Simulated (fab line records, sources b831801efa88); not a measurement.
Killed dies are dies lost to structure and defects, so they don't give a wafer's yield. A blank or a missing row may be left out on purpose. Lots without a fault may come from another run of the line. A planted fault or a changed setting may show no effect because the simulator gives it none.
Which tool did it? | flow gf180mcu | 12 lots, 36 wafers sampled, at 4 steps of a route of 602

WHAT THE GAUGES READ, wafer by wafer
GF_M4_CD_MEAS_14: target cd 280 nm.
lot  | measured     | on        | cd_nm (nm)
L432 | day 23 14:17 | cd_sem-02 | 278.2 277.7 278.4
L433 | day 23 21:52 | cd_sem-02 | 280.4 280.8 281.3
L434 | day 24 10:30 | cd_sem-02 | 280.2 280.1 278.9
L437 | day 25 10:21 | cd_sem-02 | 279.9 281.2 280.8
L438 | day 25 16:45 | cd_sem-02 | 279.5 280.0 280.6
L444 | day 27 16:46 | cd_sem-01 | 278.5 279.6 279.5
L445 | day 28 01:47 | cd_sem-02 | 279.7 279.9 280.5
L446 | day 28 04:46 | cd_sem-01 | 280.8 280.4 280.8
L447 | day 28 18:00 | cd_sem-02 | 280.7 280.6 279.5
L448 | day 28 23:52 | cd_sem-01 | 278.9 280.0 279.9
L449 | day 29 06:46 | cd_sem-01 | 279.0 280.3 280.0
L455 | day 30 19:37 | cd_sem-01 | 280.5 280.8 278.9

GF_V4_CD_MEAS_14: target cd 260 nm.
lot  | measured     | on        | cd_nm (nm)
L432 | day 24 14:22 | cd_sem-02 | 260.8 260.4 260.9
L433 | day 24 21:24 | cd_sem-02 | 258.3 258.5 260.0
L434 | day 25 09:19 | cd_sem-01 | 259.2 260.2 256.9
L437 | day 26 09:14 | cd_sem-01 | 258.4 258.9 258.2
L438 | day 26 15:30 | cd_sem-02 | 259.9 259.4 260.1
L444 | day 28 14:05 | cd_sem-02 | 250.0 248.4 249.3 250.1 248.6 249.2
L445 | day 28 22:23 | cd_sem-01 | 258.6 257.9 259.8
L446 | day 29 01:31 | cd_sem-02 | 261.2 260.2 261.3
L447 | day 29 14:25 | cd_sem-01 | 260.2 261.0 261.7
L448 | day 29 20:26 | cd_sem-01 | 246.4 244.9 246.9 246.3 245.2 246.6
L449 | day 30 03:57 | cd_sem-01 | 257.1 258.1 258.7
L455 | day 31 15:28 | cd_sem-01 | 259.9 261.2 261.0

WHICH TOOL RAN EACH LOT (tool, then ch and the chambers of the sampled wafers, then the start)
lot  | GF_M4_SPUTTER_00             | GF_V4_SOFTBAKE_10
L432 | pvd_sputter-03, day 22 15:33 | litho_track-01 ch 0, day 24 03:00
L433 | pvd_sputter-04, day 22 22:50 | litho_track-01 ch 0, day 24 10:00
L434 | pvd_sputter-02, day 23 11:04 | litho_track-04 ch 0, day 24 22:00
L437 | pvd_sputter-02, day 24 12:34 | litho_track-04 ch 0, day 25 22:00
L438 | pvd_sputter-04, day 24 18:23 | litho_track-03 ch 0, day 26 05:00
L444 | pvd_sputter-03, day 26 20:01 | litho_track-04 ch 0, day 28 04:00
L445 | pvd_sputter-04, day 27 05:31 | litho_track-03 ch 0, day 28 12:00
L446 | pvd_sputter-02, day 27 08:24 | litho_track-01 ch 0, day 28 16:00
L447 | pvd_sputter-03, day 27 22:39 | litho_track-03 ch 0, day 29 04:00
L448 | pvd_sputter-02, day 28 03:36 | litho_track-04 ch 0, day 29 10:00
L449 | pvd_sputter-02, day 28 11:01 | litho_track-03 ch 0, day 29 18:00
L455 | pvd_sputter-02, day 30 01:08 | litho_track-03 ch 0, day 31 06:00
- GF_M4_SPUTTER_00: material Ti, target thk 37.5 nm, time 150 s.
- GF_V4_SOFTBAKE_10: time 60 s.

WHAT THE TOOLS THEMSELVES READ (means of the sampled wafers that have a number; where no wafer has one, the mark that the record gives instead)
GF_M4_SPUTTER_00.
lot  | tool           | throttle_valve_pct (%)
L432 | pvd_sputter-03 | 30.4
L433 | pvd_sputter-04 | 30.4
L434 | pvd_sputter-02 | 29.3
L437 | pvd_sputter-02 | 30.7
L438 | pvd_sputter-04 | 31.1
L444 | pvd_sputter-03 | 30.5
L445 | pvd_sputter-04 | 30.1
L446 | pvd_sputter-02 | 31.6
L447 | pvd_sputter-03 | 31.0
L448 | pvd_sputter-02 | 30.8
L449 | pvd_sputter-02 | 31.5
L455 | pvd_sputter-02 | 30.6

GF_V4_SOFTBAKE_10.
lot  | tool           | chill_plate_temp_C (C) | heater_power_total_W (W) | plate_temp_C (C)
L432 | litho_track-01 | 23.01                  | 93.04                    | 130.07
L433 | litho_track-01 | 22.95                  | 93.06                    | 129.95
L434 | litho_track-04 | 23.10                  | 93.05                    | 129.86
L437 | litho_track-04 | 23.19                  | 93.04                    | 129.82
L438 | litho_track-03 | 22.93                  | 93.05                    | 130.09
L444 | litho_track-04 | 23.11                  | 88.42                    | 125.06
L445 | litho_track-03 | 22.94                  | 93.07                    | 130.14
L446 | litho_track-01 | 23.07                  | 93.07                    | 130.04
L447 | litho_track-03 | 22.92                  | 93.10                    | 130.02
L448 | litho_track-04 | 22.92                  | 88.42                    | 125.23
L449 | litho_track-03 | 23.16                  | 93.06                    | 129.89
L455 | litho_track-03 | 22.92                  | 93.09                    | 129.98

THE ANSWER, worked out from the rows above alone
Rule: what is usual is taken from the lots themselves. Put in order of their means at a reading, lots are off if they are a third of the lots or fewer, leave a main group of 4 or more, and stand apart from it by a gap of 3 or more times the standard deviation of the main group's means; of several such gaps the widest counts. A main group whose means are all the same, to the digits that the tables above print for the reading, isn't used. A lot without any number at a reading at which 4 lots or more have one is off too. The other lots that the step has rows for count as sound. The gauges are gone through in route order, then the tools' own readings, and for those a lot's mean is taken as printed above. The first step at which some lot is off is used, and at that step the reading that is off furthest; a lot without a number counts as furthest.
Off: L444, L448, at GF_V4_CD_MEAS_14 (cd_nm). The main group: mean 259.6 nm, standard deviation 1.1.
A tool fits if, at a process step before that reading, it ran every lot that is off, and no sound lot after the first of them. The gauges at GF_V4_CD_MEAS_14 aren't tried: what is off there is off at GF_V4_SOFTBAKE_10 too, on other tools, and a gauge's error can't cause that. One fits: litho_track-04 at GF_V4_SOFTBAKE_10. Its last sound lot is L437 (day 25 22:00), its first lot that is off L444 (day 28 04:00): a fault that began between those two fits.
The tool's own readings at GF_V4_SOFTBAKE_10 bear it out: on the lots that are off they differ by more than 5 times the standard deviation of the sound lots' means. heater_power_total_W reads 88.42 W there against 93.06 W on the sound lots; plate_temp_C reads 125.15 C there against 129.99 C on the sound lots.

WHAT THE SIMULATOR HAD PUT IN
Process parameter drift: litho_track-04, from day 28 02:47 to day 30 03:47, at GF_V4_SOFTBAKE_10. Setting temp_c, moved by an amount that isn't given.
Lots struck among those shown: L444, L448. The rule above found the same.
